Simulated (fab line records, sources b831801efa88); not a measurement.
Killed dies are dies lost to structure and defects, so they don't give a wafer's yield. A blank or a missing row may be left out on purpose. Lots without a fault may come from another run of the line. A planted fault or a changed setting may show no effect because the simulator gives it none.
Problem report in the 8D (eight disciplines) form, filled by code | flow sky130 | the parts of the form that need people (team, actions taken, sign-off) are left out

1. THE PROBLEM
rf_fwd_power_W at SKY_VIA3_ETCH_14 reads a mean of 575.6 W on 6 wafers of 2 lots; wafers without a fault read 494.8 W with a standard deviation of 1.9. That is +43 standard deviations from the usual mean.
The step: etches BARC in N2/H2, stops on SiO2, time 45.9 s, target depth 60 nm.
First seen on wafer L663.1, day 42 14:27, on rie_diel-02. The record holds 36 wafers of 12 lots with a number at this step. Rule for "out", or "out of limits": more than 4 standard deviations from the usual mean. The other wafers with a number count as sound.

2. WHAT IT IS AND WHAT IT IS NOT
question                    | is                     | is not
which readings at this step | rf_fwd_power_W         | throttle_valve_pct
which lots                  | L663, L664             | L657, L658, L659, L661, L671, L674, L675, L676, L677, L678
which wafers of those lots  | all that have a number | -
read on which tools         | rie_diel-02            | rie_diel-01, rie_diel-04
when                        | from day 42 14:27      | up to then (12 sound wafers); but 18 sound wafers of L671, L674, L675, L676, L677, L678 came after

3. SUSPECTS, AND WHAT RULES EACH OUT
Counting: a tool at a process step up to the reading stays a suspect if it ran every lot that is out and no sound lot after the first of them.
- rie_diel-02 at SKY_VIA3_ETCH_14 (etches BARC in N2/H2, stops on SiO2, time 45.9 s, target depth 60 nm): kept. It ran every lot that is out, first L663 (day 42 14:27), and no sound lot after that; its last sound lot up to then is L661 (day 41 19:03). Its own readings are out on those wafers: rf_fwd_power_W.
Left after counting: rie_diel-02 at SKY_VIA3_ETCH_14.

4. THE CAUSE (what the simulator had put in)
Process parameter drift: rie_diel-02, from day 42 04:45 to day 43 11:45, at SKY_VIA3_ETCH_14. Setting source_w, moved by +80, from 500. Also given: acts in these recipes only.
Counting left only this tool.

5. THE CHAIN OF EFFECTS, in route order
Each row: a reading whose mean over the struck wafers that have a number lies more than 3 standard deviations from the usual. Only readings for which the record gives a usual standard deviation are gone through. hours: the time from each lot's start at the first step in this table that gives one to its start at this step, as a median over the lots. sigmas: the change in usual standard deviations.
hours | step             | reading        | usual   | on struck wafers | change | sigmas
0     | SKY_VIA3_ETCH_14 | rf_fwd_power_W | 494.8 W | 575.6            | +80.8  | +43
The process steps in it:
- SKY_VIA3_ETCH_14: etches BARC in N2/H2, stops on SiO2, time 45.9 s, target depth 60 nm.
Later measuring or inspecting steps at which every struck wafer that the step has a row for has a number for every such reading, and none has moved that far: SKY_VIA3_RS_MEAS_22.

6. WHAT WOULD HAVE CAUGHT IT SOONER
In this record the first reading out of limits was taken at day 42 14:27, 10 hours after the fault began at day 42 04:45.
